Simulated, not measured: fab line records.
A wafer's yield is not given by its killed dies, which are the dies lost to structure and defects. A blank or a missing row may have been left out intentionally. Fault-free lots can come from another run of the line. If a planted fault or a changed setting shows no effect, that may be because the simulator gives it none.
Chamber matching | flow sfq_line | pecvd-02 running SFQ_TRILAYER_I6_DEP_PECVD_165: 3 sister chambers
The step deposits SiO2 from SiH4/N2O, time 111.11 s, target thk 500 nm. 16 wafers are shown with their chamber, then 8 later ones without.

== WAFERS PAIRED WITH THEIR CHAMBERS ==
wafer  | chamber | throttle_valve_pct (%) | heater_power_w (W) | susceptor_temp_C (C)
L772.1 | 1       | 22.3                   | 83                 | 149.93
L772.5 | 1       | 22.2                   | 89                 | 150.27
L772.6 | 2       | 23.8                   | 76                 | 150.02
L773.2 | 1       | 22.5                   | 84                 | 150.06
L773.3 | 0       | 24.5                   | 78                 | 150.21
L773.6 | 1       | 22.4                   | 92                 | 150.06
L775.1 | 0       | 24.5                   | 80                 | 149.97
L775.2 | 1       | 22.6                   | 92                 | 150.23
L775.5 | 2       | 23.9                   | 76                 | 150.05
L780.1 | 1       | 22.6                   | 93                 | 149.82
L780.2 | 0       | 24.6                   | 83                 | 150.29
L780.6 | 0       | 24.5                   | 67                 | 150.09
L790.1 | 0       | 24.9                   | 76                 | 150.05
L790.4 | 2       | 24.3                   | 63                 | 150.00
L790.6 | 1       | 22.9                   | 92                 | 150.04
L792.3 | 1       | 22.8                   | 88                 | 149.87

SIGNATURES (means of the wafers above)
reading            | chamber 0 | chamber 1 | chamber 2 | scatter within a chamber
throttle_valve_pct | 24.600    | 22.538    | 24.000    | 0.225
heater_power_w     | 76.80     | 89.12     | 71.67     | 5.29
susceptor_temp_C   | 150.1220  | 150.0350  | 150.0233  | 0.137
Rule: for each reading, subtract the chamber's mean from the wafer's reading, divide by that reading's scatter and square the result; add these up over the readings and take the root, which gives the wafer's distance from the chamber. If the next closest chamber is less than 2 further off than the closest, the wafer can't be placed; otherwise it belongs to the closest. The scatter: take each reading less its chamber's mean, square it, sum over the shown wafers, divide by the number of wafers less the number of chambers, and take the root.

== WAFERS WITHOUT THEIR CHAMBER ==
wafer  | throttle_valve_pct (%) | heater_power_w (W) | susceptor_temp_C (C)
L792.4 | 24.7                   | 82                 | 150.27
L792.5 | 24.3                   | 69                 | 149.90
L793.2 | 24.2                   | 75                 | 149.98
L793.4 | 24.1                   | 76                 | 149.92
L793.6 | 22.7                   | 98                 | 150.19
L794.1 | 23.9                   | 76                 | 150.07
L794.3 | 23.0                   | 98                 | 149.96
L794.5 | 24.9                   | 78                 | 149.98

== EACH ONE'S CHAMBER ==
wafer  | from the rows above     | in truth
L792.4 | 0                       | 0
L792.5 | can't be placed: 2 or 0 | 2
L793.2 | can't be placed: 2 or 0 | 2
L793.4 | can't be placed: 2 or 0 | 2
L793.6 | 1                       | 1
L794.1 | 2                       | 2
L794.3 | 1                       | 1
L794.5 | 0                       | 0
Correct placement for 5 of the 8. Not placeable from these rows: 3 (in 3, the candidates include the true chamber). Placed wrongly: 0.
